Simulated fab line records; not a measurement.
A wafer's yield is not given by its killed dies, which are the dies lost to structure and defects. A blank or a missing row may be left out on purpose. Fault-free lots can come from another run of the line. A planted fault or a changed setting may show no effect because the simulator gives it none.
Matching of chambers + flow gf180mcu + 4 sister chambers for GF_V4_CMP_04 on cmp-02
The step polishes SiO2. 8 wafers are shown with their chamber, then 8 later ones without.

WAFERS, EACH WITH ITS CHAMBER
| wafer  | chamber | motorCurrentA (A) | timeToEndpointS (s) |
|--------|---------|-------------------|---------------------|
| L698.4 | 1       | 13.9              | 83                  |
| L701.2 | 2       | 13.6              | 78                  |
| L704.2 | 1       | 14.3              | 81                  |
| L704.3 | 0       | 11.8              | 76                  |
| L709.1 | 3       | 9.2               | 81                  |
| L709.2 | 0       | 12.5              | 80                  |
| L709.4 | 2       | 13.6              | 88                  |
| L712.3 | 3       | 9.6               | 77                  |

WAFERS WITHOUT THEIR CHAMBER
| wafer  | motorCurrentA (A) | timeToEndpointS (s) |
|--------|-------------------|---------------------|
| L712.5 | 14.4              | 87                  |
| L712.6 | 13.7              | 86                  |
| L713.1 | 15.1              | 74                  |
| L713.5 | 11.6              | 86                  |
| L713.6 | 9.9               | 83                  |
| L715.3 | 13.2              | 78                  |
| L715.4 | 11.7              | 80                  |
| L715.5 | 12.7              | 82                  |

CHAMBER TAKEN BY EACH
| wafer  | from the rows above          | in truth |
|--------|------------------------------|----------|
| L712.5 | can't be placed: 1 or 2      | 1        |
| L712.6 | can't be placed: 2 or 1      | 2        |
| L713.1 | can't be placed: 1 or 2      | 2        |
| L713.5 | 0                            | 0        |
| L713.6 | 3                            | 3        |
| L715.3 | can't be placed: 2 or 1 or 0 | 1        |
| L715.4 | 0                            | 0        |
| L715.5 | can't be placed: 0 or 2      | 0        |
Correct placement for 3 of the 8. Can't be placed from these rows: 5 (the true chamber is among the candidates in 5). Wrongly placed: 0.
How it was worked out, from the rows above alone: a wafer's distance from a chamber is the root of the sum, over the readings, of the square of ((its reading less the chamber's mean) divided by the reading's scatter). If the next closest chamber is less than 2 further off than the closest, the wafer can't be placed; otherwise it belongs to the closest. For every chamber, the mean is computed from those of its wafers that are shown. The scatter: the root of (the sum of the squares of (reading less its chamber's mean) over the shown wafers, divided by (wafers less chambers)).
